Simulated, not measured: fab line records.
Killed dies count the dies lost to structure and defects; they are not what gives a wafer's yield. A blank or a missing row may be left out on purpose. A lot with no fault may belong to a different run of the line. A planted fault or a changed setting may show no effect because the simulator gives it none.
A lot that was struck, set against a sound lot :: flow gf180mcu :: 14 out of 602 route steps
Sound: the wafers L882.2, L882.3, L882.5. Wafers L891.3, L891.5, L891.6 were the ones struck. The cause is named last.
Order at every step that has rows: each side's tool, ch and its chambers, its first start. Under that, the readings that differ: sound wafers :: struck wafers :: difference of the means :: sigmas: that difference in standard deviations of wafers without a fault.
alike: words and numbers the same on both sides, and readings whose means are apart by under 2 such deviations; not compared: readings that were withheld, readings missing a value for some wafer, numbers with overlapping values and no deviation given by the record, and bounds like >300 which may hide the same value.
The two part at a step that has a row with sigmas, a row that says differs or no value, or rows on one side only. Numbers that have no deviation but don't overlap get no sigmas and don't part them. A reading that every wafer of one side lacks parts them only if that side has two wafers or more.

first, 1 step without rows for these wafers: GF_V4_CLEAN_20 (cleans in DIW).
GF_V4_SPUTTER_21: material Ti, target thk 15 nm, time 80.02 s.
  sound on pvd-sputter-03, day 24 09:25; struck on pvd-sputter-03, day 28 09:58
  alike: chamber-pressure-pa, throttle-valve-pct
then, 1 step without rows for these wafers: GF_V4_SPUTTER_22 (material TiN, target thk 10 nm, time 40 s).
GF_V4_CVD_23: deposits W, target thk 350 nm, time 104.9 s.
  sound on cvd-w-01 ch 0, day 24 09:31; struck on cvd-w-01 ch 0,1, day 28 10:07
  alike: chamber-pressure-Torr, heater-power-outer-w, heater-power-w
GF_V4_RS_MEAS_24: a four-point-probe measurement.
  sound on film-metro-02, day 24 09:38; struck on film-metro-04, day 28 10:13
  alike: V4_W_RS
GF_V4_THK_MEAS_25: measures by xrf.
  sound on film-metro-02, day 24 09:45; struck on film-metro-04, day 28 10:19
  alike: V4_W_THK
then, 1 step without rows for these wafers: GF_V4_CMP_26 (polishes, stops on SiO2, t overpolish 15 s, target thk 0 nm).
GF_MIM_SPUTTER_00: material Ti, target thk 37.5 nm, time 150 s.
  sound on pvd-sputter-02, day 24 10:06; struck on pvd-sputter-04, day 28 10:40
  alike: chamber-pressure-pa, throttle-valve-pct
GF_MIM_SPUTTER_01: material TiN, target thk 30 nm, time 25 s.
  sound on pvd-sputter-02, day 24 10:12; struck on pvd-sputter-04, day 28 10:46
  alike: chamber-pressure-pa, throttle-valve-pct
then, 1 step without rows for these wafers: GF_MIM_SPUTTER_02 (material AlCu, target thk 450 nm, time 23.9 s).
GF_MIM_SPUTTER_03: material Ti, target thk 10 nm, time 6.7 s.
  sound on pvd-sputter-02, day 24 10:16; struck on pvd-sputter-04, day 28 10:49
  alike: chamber-pressure-pa, throttle-valve-pct
then, 1 step without rows for these wafers: GF_MIM_SPUTTER_04 (material TiN, target thk 50 nm, time 41.7 s).
GF_MIM_CVD_05: deposits Si3N4, target thk 42 nm, time 29.086 s.
  sound on pecvd-04 ch 0,2, day 24 10:19; struck on pecvd-01 ch 1,2, day 28 10:53
  no value came back on the struck wafers for heater-power-outer-w (W), heater-power-w (W); on the sound wafers heater-power-outer-w (W) reads 428 308 306
GF_PASSIVATION_PROBE_99:
  sound wafers here have rows in the record (prober-02, day 28 23:24); struck ones have none

## WHERE THEY PART
First at GF_MIM_CVD_05; last, within this record, at GF_PASSIVATION_PROBE_99.

WHY: what had been put in by the simulator
Skipped step whole: pecvd-01, from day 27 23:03 on, at GF_MIM_CVD_05. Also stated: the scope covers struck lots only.
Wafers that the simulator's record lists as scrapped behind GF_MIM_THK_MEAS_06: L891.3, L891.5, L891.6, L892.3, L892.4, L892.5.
